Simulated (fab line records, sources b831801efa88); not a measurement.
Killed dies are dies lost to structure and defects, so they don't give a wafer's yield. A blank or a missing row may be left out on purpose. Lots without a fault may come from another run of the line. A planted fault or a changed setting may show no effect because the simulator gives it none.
One fault seen from 2 desks | flow sfq_line | each desk has only its own numbers; what lay behind them comes last

THE TOOL OWNER'S DESK: cmp-01
The tool's own readings at SFQ_TRILAYER_I1_CMP_CMP_046 (polishes SiO2): means of the sampled wafers that have a number, for each lot that ran on this tool. A lot is out of limits, marked OUT, if its mean lies more than 4 standard deviations from the usual mean; the brackets give that distance.
Columns: A = edge_zone_pressure_frac at SFQ_TRILAYER_I1_CMP_CMP_046, usual 1.001; B = motor_current_A at SFQ_TRILAYER_I1_CMP_CMP_046, usual 10.7 A; C = platen_rpm at SFQ_TRILAYER_I1_CMP_CMP_046, usual 60.00 rpm; D = time_to_endpoint_s at SFQ_TRILAYER_I1_CMP_CMP_046, usual 215 s
lot  | first seen here | A     | B    | C     | D
L696 | day 15 19:51    | 1.003 | 10.8 | 60.00 | 217
L701 | day 17 02:21    | 1.001 | 11.9 | 60.01 | 224
L702 | day 17 04:21    | 1.004 | 11.7 | 60.01 | 230
L710 | day 22 14:46    | 1.002 | 10.7 | 59.99 | 221
L711 | day 22 22:16    | 0.995 | 11.1 | 60.03 | 217
L713 | day 24 18:35    | 1.001 | 11.0 | 59.98 | 218
L714 | day 25 00:14    | 0.999 | 10.9 | 59.99 | 213
L717 | day 26 06:14    | 1.004 | 10.7 | 59.98 | 213
This desk's finding: nothing out of limits on any of the 8 lots.

THE METROLOGY DESK
What the gauges read, lot by lot, whatever tool the lot ran on: means of the sampled wafers that have a number. A lot is out of limits, marked OUT, if its mean lies more than 4 standard deviations from the usual mean; the brackets give that distance.
Columns: A = M1_NB_RS at SFQ_M1_RS_MEAS_909, usual 0.889 ohm/sq; B = I1_BOW at SFQ_I1_BOW_MEAS_912, usual 2 um
lot  | first seen here | A     | B
L696 | day 11 00:54    | 0.897 | -1
L698 | day 11 08:17    | 0.900 | 2
L701 | day 12 07:07    | 0.874 | -9
L702 | day 12 10:41    | 0.897 | 4
L709 | day 15 16:16    | 0.884 | 6
L710 | day 15 22:21    | 0.900 | 3
L711 | day 16 05:21    | 0.888 | -2
L713 | day 18 04:29    | 0.884 | 20
L714 | day 18 11:39    | 0.895 | -9
L715 | day 18 16:37    | 0.899 | 1
L716 | day 18 23:40    | 0.886 | 5
L717 | day 19 12:51    | 0.889 | -3
L718 | day 19 15:16    | 0.889 | 3
L719 | day 19 23:40    | 0.891 | 1
This desk's finding: nothing out of limits on any of the 14 lots.

PUT TOGETHER
The tool owner's desk saw nothing out of limits.
The metrology desk saw nothing out of limits.

WHAT THE SIMULATOR HAD PUT IN
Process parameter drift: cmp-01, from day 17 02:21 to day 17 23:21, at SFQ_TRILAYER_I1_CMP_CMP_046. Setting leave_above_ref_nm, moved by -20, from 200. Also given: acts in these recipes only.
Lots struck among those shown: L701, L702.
